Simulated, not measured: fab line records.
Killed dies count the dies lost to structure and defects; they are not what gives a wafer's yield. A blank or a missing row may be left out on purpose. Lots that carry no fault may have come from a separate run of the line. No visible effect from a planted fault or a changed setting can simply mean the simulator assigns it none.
fab line records	flow sky130
record lots=14	wafers=38	last_day=50
route steps=708 shown VIA3@593 METAL4@600 VIA4@639 METAL5@667
lots untouched by any fault: they come from a run of this same line in which no faults occurred
start_h: start of the lot's first displayed wafer, in hours after the record's first day	wait_h: time in hours since the lot's previous step	" as in the row above	L1.1+2: a row that stands for several wafers	- either no value or no given start	* or withheld: withheld	< > ~ a bound
route shown NAME@n: names a module that has steps shown in the file, with the first one's number in the route	usual: the fault-free wafers' mean and standard deviation	same: alike in all rows	chamber/n: place in a boat	sites: each site's reading	_std_site: the standard deviation of these	_edge_site: inner sites' mean taken away from outer sites' mean	radius_mm: for every site, how far away it sits from the centre of the wafer	mask NAME#n: copy n	behind: tool/chamber where the wafer was last shaped	hold: cause of the lot's hold/its duration in hours/its outcome	device: the transistor (n, p or np) that didn't switch	end of line: the route-end tests of the same wafers	a step given without rows: its recipe and nothing more	killed: the dies lost at the first sort to structure and to defects; this is not the yield of the wafer	map: dies across one wafer; x = killed, . = not, _ = none there
set.NAME: the setting that was run; set.NAME@STEP: the one run at that earlier step	model.NAME: the simulator's own value behind a step, which no gauge read
steps of the route over a sample of lots; a table a step, a row a wafer
services: a tool's chamber out of use, with start hour (start_h, from the record's first day; less than 0 if before it), hours out, and reason
## steps
# step SKY_VIA3_SPUTTER_20
# recipe material=TiN	target_thk_nm=20	chamber_pressure_pa=5	power_w=4000	time_s=80
# usual throttle_valve_pct=30.2/1
lot.wafer	tool	chamber	start_h	wait_h	throttle_valve_pct
L281.1	pvd_sputter-03	-	961.23	0.0	28.9
L281.2	"	-	"	"	31.6
L281.3	"	-	"	"	29.7
L282.1	pvd_sputter-01	-	962.38	0.0	29.3
L282.2	"	-	"	"	30.6
L282.5	"	-	"	"	30.5
L284.1	pvd_sputter-02	-	967.84	0.0	30.3
L284.2	"	-	"	"	30.8
L284.5	"	-	"	"	30.7
L283.2	pvd_sputter-03	-	969.15	0.0	30.9
L283.3	"	-	"	"	31.7
L283.6	"	-	"	"	31.6
L285.1	pvd_sputter-02	-	976.94	0.0	30.5
L285.2	"	-	"	"	30.9
L285.6	"	-	"	"	30.8
L288.3	pvd_sputter-02	-	1000.06	0.0	30.2
L288.4	"	-	"	"	30.2
L288.6	"	-	"	"	29.9
L287.3	pvd_sputter-02	-	1005.24	0.0	30.2
L287.4	"	-	"	"	28.0
L287.5	"	-	"	"	30.3
L290.2	pvd_sputter-03	-	1012.89	0.0	30.9
L290.3	"	-	"	"	31.6
L290.4	"	-	"	"	28.9
L293.3	pvd_sputter-02	-	1031.31	0.0	27.5
L293.4	"	-	"	"	30.5
L293.6	"	-	"	"	30.7
L295.2	pvd_sputter-03	-	1046.77	0.0	28.5
L295.4	"	-	"	"	29.7
L295.6	"	-	"	"	29.1
L297.1	pvd_sputter-03	-	1066.54	0.0	29.7
L297.3	"	-	"	"	30.9
L297.5	"	-	"	"	31.8
L299.1	pvd_sputter-03	-	1067.71	0.0	31.6
L299.2	"	-	"	"	30.8
L299.4	"	-	"	"	28.9
L300.1	pvd_sputter-01	-	1073.11	0.0	31.5
L301.5	pvd_sputter-02	-	1078.30	0.0	28.0
# step SKY_METAL4_SPUTTER_02
# recipe material=AlCu	target_thk_nm=735	power_w=10600	time_s=39.1	chamber_pressure_pa=0.4
# usual throttle_valve_pct=29.9/0.99
lot.wafer	tool	chamber	start_h	wait_h	throttle_valve_pct
L281.1	pvd_sputter-02	-	961.95	0.0	30.2
L281.2	"	-	"	"	30.1
L281.3	"	-	"	"	30.7
L282.1	pvd_sputter-04	-	963.10	0.0	29.2
L282.2	"	-	"	"	30.4
L282.5	"	-	"	"	30.4
L284.1	pvd_sputter-04	-	968.68	0.0	29.6
L284.2	"	-	"	"	30.6
L284.5	"	-	"	"	29.5
L283.2	pvd_sputter-04	-	969.98	0.0	30.2
L283.3	"	-	"	"	30.4
L283.6	"	-	"	"	29.3
L285.1	pvd_sputter-04	-	977.77	0.0	30.4
L285.2	"	-	"	"	29.4
L285.6	"	-	"	"	28.1
L288.3	pvd_sputter-04	-	1000.78	0.0	30.3
L288.4	"	-	"	"	29.3
L288.6	"	-	"	"	30.4
L287.3	pvd_sputter-01	-	1005.95	0.0	29.6
L287.4	"	-	"	"	31.4
L287.5	"	-	"	"	31.4
L290.2	pvd_sputter-01	-	1013.66	0.0	29.5
L290.3	"	-	"	"	31.3
L290.4	"	-	"	"	30.5
L293.3	pvd_sputter-04	-	1032.03	0.0	28.2
L293.4	"	-	"	"	30.2
L293.6	"	-	"	"	28.7
L295.2	pvd_sputter-04	-	1047.48	0.0	28.4
L295.4	"	-	"	"	29.3
L295.6	"	-	"	"	30.7
L297.1	pvd_sputter-02	-	1067.25	0.0	30.4
L297.3	"	-	"	"	30.3
L297.5	"	-	"	"	28.0
L299.1	pvd_sputter-04	-	1068.42	0.0	28.5
L299.2	"	-	"	"	29.2
L299.4	"	-	"	"	30.1
L300.1	pvd_sputter-01	-	1073.82	0.0	32.0
L301.5	pvd_sputter-04	-	1079.00	0.0	28.5
# step SKY_VIA4_HDPCVD_00
# recipe material=SiO2	target_thk_nm=1750	sigma_open_frac=0.3	time_s=291.7	temp_c=400	sih4_flow_sccm=60	pressure_mtorr=6
lot.wafer	tool	chamber	start_h	wait_h
L281.1+2+3	hdpcvd-01	0,2,1	1011.30	0.0
L282.1+2+5	hdpcvd-01	2,1,0	1012.47	0.0
L284.1+2+5	hdpcvd-01	0,2,0	1017.64	0.0
L283.2+3+6	hdpcvd-01	1,2,2	1019.55	0.0
L285.1+2+6	hdpcvd-02	0,1,0	1026.69	0.0
L288.3+4+6	hdpcvd-01	1,2,1	1048.04	0.0
L287.3+4+5	hdpcvd-01	0,1,2	1053.13	0.0
L290.2+3+4	hdpcvd-02	2,0,1	1060.38	0.0
L293.3+4+6	hdpcvd-01	0,2,1	1078.14	0.0
L295.2+4+6	hdpcvd-01	1,0,2	1091.19	0.0
L297.1+3+5	hdpcvd-01	1,2,2	1110.52	0.0
L299.1+2+4	hdpcvd-02	0,2,2	1112.07	0.0
L300.1	hdpcvd-01	2	1116.19	0.0
L301.5	hdpcvd-01	2	1120.49	0.1
# step SKY_VIA4_THK_MEAS_01
# recipe reads=SiO2_of_VIA4_HDPCVD_00
# usual VIA4_HDPCVD_THK=1752/17
lot.wafer	tool	chamber	start_h	wait_h	hold	VIA4_HDPCVD_THK[nm]
L281.1	film_metro-03	-	1011.47	0.1	-	1772
L281.2	"	-	"	"	-	1775
L281.3	"	-	"	"	-	1762
L282.1	film_metro-03	-	1012.65	0.1	-	1750
L282.2	"	-	"	"	-	1766
L282.5	"	-	"	"	-	1759
L284.1	film_metro-02	-	1017.82	0.1	-	1727
L284.2	"	-	"	"	-	1716
L284.5	"	-	"	"	-	1728
L283.2	film_metro-02	-	1019.73	0.1	-	1735
L283.3	"	-	"	"	-	1744
L283.6	"	-	"	"	-	1740
L285.1	film_metro-02	-	1026.87	0.1	-	1757
L285.2	"	-	"	"	-	1760
L285.6	"	-	"	"	-	1749
L288.3	film_metro-04	-	1048.24	0.1	-	1745
L288.4	"	-	"	"	-	1738
L288.6	"	-	"	"	-	1744
L287.3	film_metro-03	-	1053.33	0.1	-	1756
L287.4	"	-	"	"	-	1759
L287.5	"	-	"	"	-	1778
L290.2	film_metro-03	-	1060.57	0.1	-	1741
L290.3	"	-	"	"	-	1764
L290.4	"	-	"	"	-	1741
L293.3	film_metro-03	-	1078.34	0.1	-	1747
L293.4	"	-	"	"	-	1757
L293.6	"	-	"	"	-	1755
L295.2	film_metro-04	-	1091.38	0.1	-	1744
L295.4	"	-	"	"	-	1735
L295.6	"	-	"	"	-	1750
L297.1	film_metro-03	-	1110.69	0.1	await_dispo/0.2h/release	1760
L297.3	"	-	"	"	await_dispo/0.2h/release	3412
L297.5	"	-	"	"	await_dispo/0.2h/release	3407
L297.1	film_metro-03	-	1110.92	0.2	-	1760
L297.3	"	-	"	"	-	3414
L297.5	"	-	"	"	-	3408
L299.1	film_metro-04	-	1112.25	0.1	-	1714
L299.2	"	-	"	"	-	1718
L299.4	"	-	"	"	-	1754
L300.1	film_metro-02	-	1116.37	0.1	-	3377
L300.1	film_metro-02	-	1116.59	0.2	-	3376
L301.5	film_metro-02	-	1120.62	0.0	-	3409
L301.5	film_metro-02	-	1120.84	0.2	-	3410
# step SKY_METAL5_THK_MEAS_06
# recipe thk_meas_gauge=xrf	reads=AlCu_of_METAL5_SPUTTER_02
# usual METAL5_ALCU_THK=1133/11
lot.wafer	tool	chamber	start_h	wait_h	METAL5_ALCU_THK[nm]
L281.1	film_metro-02	-	1035.62	0.1	1129
L281.2	"	-	"	"	1134
L281.3	"	-	"	"	1146
L282.1	film_metro-02	-	1037.33	0.1	1123
L282.2	"	-	"	"	1142
L282.5	"	-	"	"	1126
L284.1	film_metro-02	-	1042.73	0.1	1140
L284.2	"	-	"	"	1150
L284.5	"	-	"	"	1157
L283.2	film_metro-01	-	1043.31	0.1	1132
L283.3	"	-	"	"	1135
L283.6	"	-	"	"	1142
L285.1	film_metro-02	-	1050.90	0.1	1157
L285.2	"	-	"	"	1141
L285.6	"	-	"	"	1125
L288.3	film_metro-01	-	1071.42	0.1	1120
L288.4	"	-	"	"	1105
L288.6	"	-	"	"	1121
L287.3	film_metro-04	-	1075.91	0.1	1129
L287.4	"	-	"	"	1115
L287.5	"	-	"	"	1115
L290.2	film_metro-02	-	1084.28	0.1	1123
L290.3	"	-	"	"	1115
L290.4	"	-	"	"	1120
L293.3	film_metro-04	-	1100.19	0.1	1132
L293.4	"	-	"	"	1125
L293.6	"	-	"	"	1130
L295.2	film_metro-04	-	1113.67	0.1	1140
L295.4	"	-	"	"	1144
L295.6	"	-	"	"	1145
L297.1	film_metro-01	-	1132.24	0.1	1143
L297.3	"	-	"	"	1125
L297.5	"	-	"	"	1129
L299.1	film_metro-04	-	1133.21	0.1	1146
L299.2	"	-	"	"	1151
L299.4	"	-	"	"	1157
L300.1	film_metro-01	-	1138.23	0.1	1124
L301.5	film_metro-02	-	1141.91	0.1	1129
## services
tool	chamber	start_h	hours	kind
pvd_sputter-04	-	939.48	7.5	repair
hdpcvd-01	2	940.99	3.9	repair
pvd_sputter-01	-	948.70	1.9	repair
hdpcvd-01	-	950.15	2.1	repair
hdpcvd-01	-	952.21	15.0	pm
hdpcvd-01	0	952.21	15.0	vent_cycle
hdpcvd-01	1	952.21	15.0	vent_cycle
hdpcvd-01	2	952.21	15.0	vent_cycle
pvd_sputter-03	-	953.60	6.0	repair
pvd_sputter-03	-	954.75	1.9	repair
hdpcvd-01	0	967.21	-	clean
hdpcvd-01	1	967.21	-	clean
hdpcvd-01	2	967.21	-	clean
hdpcvd-02	-	978.08	1.6	repair
pvd_sputter-01	-	998.38	2.1	repair
hdpcvd-02	-	1001.11	0.4	repair
pvd_sputter-04	2	1019.03	-	consumable_replace:kit
pvd_sputter-04	2	1019.03	18.0	scheduled_down
pvd_sputter-02	-	1047.64	4.9	repair
pvd_sputter-01	-	1063.41	7.6	repair
pvd_sputter-01	-	1079.57	3.6	repair
pvd_sputter-03	-	1085.15	4.0	repair
hdpcvd-02	-	1100.44	0.6	repair
pvd_sputter-02	-	1103.67	3.2	repair
## key
first_sign step=SKY_VIA4_THK_MEAS_01	reading=visit	direction=added
effect step=SKY_VIA4_THK_MEAS_01	reading=VIA4_HDPCVD_THK	direction=up	sigmas=97	usual=1752	struck=3401
met_at SKY_VIA4_HDPCVD_00
struck_lots L297,L300,L301
struck_wafers L297.3,L297.5,L300.1,L301.5
tester_left_out L300,L301
not_acting_at SKY_VIA3_SPUTTER_20,SKY_METAL4_SPUTTER_02,SKY_METAL5_THK_MEAS_06
onset_between 1091.19 1110.52
earlier_fault kind=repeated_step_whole	tool=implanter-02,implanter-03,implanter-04	chamber=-	onset_h=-	steps=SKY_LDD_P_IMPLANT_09	times=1	scope=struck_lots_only
fault kind=process_parameter_drift	tool=hdpcvd-01	chamber=2	onset_h=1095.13	steps=SKY_VIA4_HDPCVD_00	channel=target_thk_nm	offset=1639.6	shape=step	end_h=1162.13	acts_in=these_recipes_only	stated=1750
# tester_left_out: of these lots the tester's yield and bins aren't shown, on N5 and GAA mostly nor the transistor test; their killed dies are dies lost to structure and defects alone, not to doping, threshold or leakage, so they don't give the yield
